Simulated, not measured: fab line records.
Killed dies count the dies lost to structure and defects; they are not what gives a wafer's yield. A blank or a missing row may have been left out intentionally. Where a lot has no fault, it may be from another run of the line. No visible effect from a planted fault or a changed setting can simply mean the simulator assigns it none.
A lot that was struck, set against a sound lot || flow sky130 || 14 out of 708 route steps
Sound: these wafers, L685.2, L685.3, L685.4. Wafers struck: L695.1, L695.4, L695.6. The cause is given at the end.
For every step that has rows: the tool of each side, followed by ch and its chambers, followed by its first start. Under that, the readings that differ: sound wafers || struck wafers || difference of the means || sigmas: that difference in standard deviations of wafers without a fault.
alike: readings whose means differ by less than 2 such deviations, and words and numbers that are the same on both sides. not compared: withheld readings, readings that some wafer has no value for, bounds like >300 that may hide the same value, and numbers for which the record gives no deviation and whose values overlap.
The two part at a step that has a row with sigmas, a row that says differs or no value, or rows on one side only. When numbers do not overlap yet have no deviation, they are printed without sigmas and do not part them. Lack of a reading on every wafer of one side parts them only where that side has two or more wafers.

SKY_VIA4_CMP_21: polishes, stops on SiO2, t overpolish 25 s, target thk 0 nm.
  sound on cmp-01 ch 1,2,3, day 43 05:45; struck on cmp-01 ch 0,2, day 46 06:24
  alike: head pressure psi, motor current A, overpolish run s, time to endpoint s
SKY_METAL5_SPUTTER_00: material Ti, target thk 15 nm, time 10 s.
  struck on pvd sputter-03, day 46 06:42; sound on pvd sputter-04, day 43 06:00
  alike: chamber pressure pa, throttle valve pct
then, 1 step without rows for these wafers: SKY_METAL5_SPUTTER_01 (material TiN, target thk 20 nm, time 16.7 s).
SKY_METAL5_SPUTTER_02: material AlCu, target thk 1150 nm, time 61.2 s.
  struck on pvd sputter-03, day 46 06:45; sound on pvd sputter-04, day 43 06:03
  alike: chamber pressure pa, throttle valve pct
SKY_METAL5_SPUTTER_03: material Ti, target thk 5 nm, time 3.3 s.
  struck on pvd sputter-03, day 46 06:48; sound on pvd sputter-04, day 43 06:06
  alike: chamber pressure pa, throttle valve pct
SKY_METAL5_SPUTTER_04: material TiN, target thk 70 nm, time 58.3 s.
  struck on pvd sputter-03, day 46 06:49; sound on pvd sputter-04, day 43 06:07
  alike: chamber pressure pa, throttle valve pct
SKY_METAL5_RS_MEAS_05: the measuring method here is four-point-probe.
  struck on film metro-02, day 46 06:52; sound on film metro-01, day 43 06:11
  alike: METAL5_ALCU_RS
SKY_METAL5_THK_MEAS_06: measures by xrf.
  struck on film metro-02, day 46 06:59; sound on film metro-01, day 43 06:18
  alike: METAL5_ALCU_THK
then, 4 steps without rows for these wafers: SKY_METAL5_DEHYDRATE_07 (time 60 s); SKY_METAL5_HMDS_08 (prime time 60 s); SKY_METAL5_COAT_09 (resist thk 1800 nm); SKY_METAL5_SOFTBAKE_10 (time 60 s).
SKY_METAL5_EXPOSE_11: exposes mask MM5, target cd 1600 nm.
  sound on iline stepper-02 ch 0, day 43 18:52; struck on iline stepper-02, day 46 16:50
  no value came back on the struck wafers for exposure dose mJ cm2, focus offset nm (nm); on the sound wafers exposure dose mJ cm2 reads 189.81 189.70 190.03
  alike: mask
following that, these wafers have no rows for 1 step: SKY_METAL5_PEB_12.

## WHERE THEY PART
At SKY_METAL5_EXPOSE_11 and nowhere else, as far as this record goes.

WHY: whatever the simulator had introduced
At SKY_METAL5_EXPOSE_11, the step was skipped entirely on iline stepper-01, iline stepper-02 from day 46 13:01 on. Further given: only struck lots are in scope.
